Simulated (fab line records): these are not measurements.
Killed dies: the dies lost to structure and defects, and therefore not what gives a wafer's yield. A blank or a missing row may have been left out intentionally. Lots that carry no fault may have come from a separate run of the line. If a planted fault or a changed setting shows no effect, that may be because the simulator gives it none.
2 desks looking at one fault	flow sky130	only its own numbers are on each desk; what lay behind them is given at the end

AT THE METROLOGY DESK
What the gauges read for every lot (on any tool): the sampled wafers with a number, averaged. A lot is out of limits, marked OUT, if its mean lies more than 4 standard deviations from the usual mean; the brackets give that distance.
Columns: A = SD_P_TW at SKY_SD_P_TW_MEAS_11, usual 2826; B = SD_P_RS at SKY_SD_N_RS_MEAS_17, usual 147.0 ohm/sq
lot	first seen here	A	B
L380	day 25 15:42	2864	146.7
L381	day 25 23:10	2825	147.2
L382	day 26 13:37	2830	146.8
L383	day 26 20:16	2800	146.8
L384	day 27 06:46	2743	149.1 (+6.9) OUT
L386	day 28 02:07	2724	150.2 (+11) OUT
L393	day 30 02:01	2808	146.7
L394	day 30 11:09	2801	147.3
L396	day 31 04:31	2784	146.9
L397	day 31 15:22	2777	146.9
L398	day 31 21:37	2779	147.3
L399	day 32 02:23	2880	147.3
L401	day 32 20:52	2846	147.3
Per this desk, out of limits: L384, L386; the first was L384, day 29 16:28 (SD_P_RS at SKY_SD_N_RS_MEAS_17). In limits: L380, L381, L382, L383, L393, L394, L396, L397, L398, L399, L401.

DESK OF THE TOOL OWNER: implanter-02
The tool's own readings at SKY_SD_P_IMPLANT_09: means of the sampled wafers that have a number, for each lot that ran on this tool. A lot is out of limits, marked OUT, if its mean lies more than 4 standard deviations from the usual mean; the brackets give that distance.
Columns: A = dose ions cm2 at SKY_SD_P_IMPLANT_09, usual 3e+15
lot	first seen here	A
L380	day 25 15:27	3e+15
L382	day 26 13:22	3e+15
L383	day 26 20:01	3e+15
L384	day 27 06:31	3e+15
L386	day 28 01:52	3e+15
L394	day 30 10:54	3e+15
L396	day 31 04:18	3e+15
L397	day 31 15:08	3e+15
This desk found nothing out of limits on any of the 8 lots.

ALL TOGETHER
The metrology desk could have raised an alarm at day 29 16:28, on L384, L386.
The tool owner's desk saw nothing out of limits.
Tool owner's desk: L384, L386 on record, inside its limits.
Every lot named ran SKY_SD_P_IMPLANT_09 on implanter-02.

WHAT THE SIMULATOR HAD INSERTED
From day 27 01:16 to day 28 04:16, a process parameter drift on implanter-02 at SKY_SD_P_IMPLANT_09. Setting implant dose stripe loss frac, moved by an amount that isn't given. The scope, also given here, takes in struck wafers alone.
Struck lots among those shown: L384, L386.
Time in hours between the start of the fault and the first out-of-limits reading at each desk: metrology desk, 63.
